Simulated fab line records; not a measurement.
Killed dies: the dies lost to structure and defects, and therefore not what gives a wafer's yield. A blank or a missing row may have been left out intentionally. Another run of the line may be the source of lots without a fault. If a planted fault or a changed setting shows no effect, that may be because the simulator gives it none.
Which tool did it? + flow sky130 + 12 lots with 36 wafers sampled at 3 steps, on a route of 708 steps

WHAT THE GAUGES SHOWED, per wafer
SKY_CONTACT_RS_MEAS_25: measurement is done with a four-point probe.
| lot  | measured     | on           | CONTACT_W_RS (ohm/sq) |
|------|--------------|--------------|-----------------------|
| L273 | day 32 00:20 | filmMetro-04 | 0.340 0.343 0.343     |
| L274 | day 32 03:03 | filmMetro-02 | 0.334 0.339 0.333     |
| L275 | day 32 10:20 | filmMetro-04 | 0.336 0.337 0.341     |
| L279 | day 34 04:39 | filmMetro-01 | 0.340 0.334 0.336     |
| L278 | day 34 05:44 | filmMetro-02 | 0.338 0.340 0.341     |
| L281 | day 34 17:52 | filmMetro-01 | 0.341 0.342 0.338     |
| L282 | day 35 03:41 | filmMetro-02 | 0.344 0.329 0.342     |
| L283 | day 35 05:35 | filmMetro-01 | 0.338 0.327 0.342     |
| L284 | day 35 14:07 | filmMetro-01 | 0.338 0.338 0.334     |
| L285 | day 35 18:01 | filmMetro-01 | 0.336 0.339 0.332     |
| L286 | day 36 01:10 | filmMetro-02 | 0.340 0.348 0.345     |
| L295 | day 39 17:47 | filmMetro-01 | 0.345 0.342 0.337     |

WHICH TOOL RAN EACH LOT (tool, then ch and the chambers of the sampled wafers, then the start)
| lot  | SKY_LOCAL_INTERCONNECT_COAT_06   | SKY_LOCAL_INTERCONNECT_STRIP_15     |
|------|----------------------------------|-------------------------------------|
| L273 | lithoTrack-02 ch 0, day 30 03:00 | plasmaAsher-01 ch 0,1, day 30 18:23 |
| L274 | lithoTrack-04 ch 0, day 30 07:00 | plasmaAsher-03 ch 0,1, day 30 21:37 |
| L275 | lithoTrack-04 ch 0, day 30 14:00 | plasmaAsher-03 ch 0,1, day 31 03:59 |
| L279 | lithoTrack-02 ch 0, day 32 10:00 | plasmaAsher-03 ch 0,1, day 33 00:38 |
| L278 | lithoTrack-04 ch 0, day 32 11:00 | plasmaAsher-01 ch 0,1, day 33 01:23 |
| L281 | lithoTrack-01 ch 0, day 33 00:00 | plasmaAsher-04 ch 0,1, day 33 13:41 |
| L282 | lithoTrack-04 ch 0, day 33 08:00 | plasmaAsher-01 ch 0,1, day 33 22:23 |
| L283 | lithoTrack-04 ch 0, day 33 11:00 | plasmaAsher-01 ch 0,1, day 34 01:14 |
| L284 | lithoTrack-04 ch 0, day 33 19:00 | plasmaAsher-03 ch 0,1, day 34 09:23 |
| L285 | lithoTrack-04 ch 0, day 33 23:00 | plasmaAsher-01 ch 0,1, day 34 13:23 |
| L286 | lithoTrack-04 ch 0, day 34 06:00 | plasmaAsher-04 ch 0,1, day 34 20:41 |
| L295 | lithoTrack-01 ch 0, day 38 00:00 | plasmaAsher-03 ch 0,1, day 38 14:21 |
- SKY_LOCAL_INTERCONNECT_COAT_06: resist thk 450 nm.
- SKY_LOCAL_INTERCONNECT_STRIP_15: strips in O2/N2.

AS READ BY THE TOOLS THEMSELVES (means over the sampled wafers that have a number; for cases with no such wafer, the mark the record gives instead)
SKY_LOCAL_INTERCONNECT_STRIP_15.
| lot  | tool           | drypumpMotorCurrentA (A) | o2FlowSccm (sccm) | oesProductAu (a.u.) | stripTimeToEndpointS (s) |
|------|----------------|--------------------------|-------------------|---------------------|--------------------------|
| L273 | plasmaAsher-01 | 5.8                      | 3005              | 0.426               | 4.698                    |
| L274 | plasmaAsher-03 | 5.8                      | 3005              | 0.426               | 4.727                    |
| L275 | plasmaAsher-03 | 5.8                      | 2995              | 0.428               | 4.732                    |
| L279 | plasmaAsher-03 | 5.8                      | 3004              | 0.429               | 4.737                    |
| L278 | plasmaAsher-01 | 5.8                      | 3003              | 0.426               | 4.729                    |
| L281 | plasmaAsher-04 | 5.5                      | 3000              | 0.425               | 4.694                    |
| L282 | plasmaAsher-01 | 5.7                      | 3000              | 0.425               | 4.707                    |
| L283 | plasmaAsher-01 | 6.0                      | 3008              | 0.425               | 4.724                    |
| L284 | plasmaAsher-03 | 5.8                      | 2995              | 0.408               | 4.236                    |
| L285 | plasmaAsher-01 | 5.8                      | 2995              | 0.397               | 4.186                    |
| L286 | plasmaAsher-04 | 5.7                      | 3007              | 0.402               | 4.225                    |
| L295 | plasmaAsher-03 | 5.8                      | 3003              | 0.426               | 4.714                    |

THE ANSWER, worked out from the rows above alone
Rule: usual is defined by the lots themselves. The widest of any qualifying gaps counts: lots, ordered by their means at a reading, are off when they make up no more than a third of the lots, leave a main group of 4 or more, and stand apart from it by 3 or more times the standard deviation of that group's means. If all means in a main group match to the digits the tables above print for the reading, that group is not used. Also off: a lot with no number at a reading for which 4 or more lots have one. Any other lot the step has rows for is counted as sound. After the gauges, taken in route order, come the tools' own readings; for these a lot's mean is taken, as printed above. The first step at which some lot is off is used, and at that step the reading that is off furthest; a lot without a number counts as furthest.
Off, at SKY_LOCAL_INTERCONNECT_STRIP_15 on stripTimeToEndpointS: L284, L285, L286. Mean 4.718 s and standard deviation 0.015 in the main group.
If a tool, at that step or one of the process steps before it, ran each lot that is off and ran no sound lot following the first of them, it fits. One fits: SKY_LOCAL_INTERCONNECT_COAT_06 on lithoTrack-04. Its last sound lot is L283 (day 33 11:00), its first lot that is off L284 (day 33 19:00): a fault that began between those two fits.

WHAT THE SIMULATOR PUT IN
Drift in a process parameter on lithoTrack-04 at SKY_LOCAL_INTERCONNECT_COAT_06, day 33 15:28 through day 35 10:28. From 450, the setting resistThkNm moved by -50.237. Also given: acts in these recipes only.
Shown lots that were struck: L284, L285, L286. Same finding as the rule above.
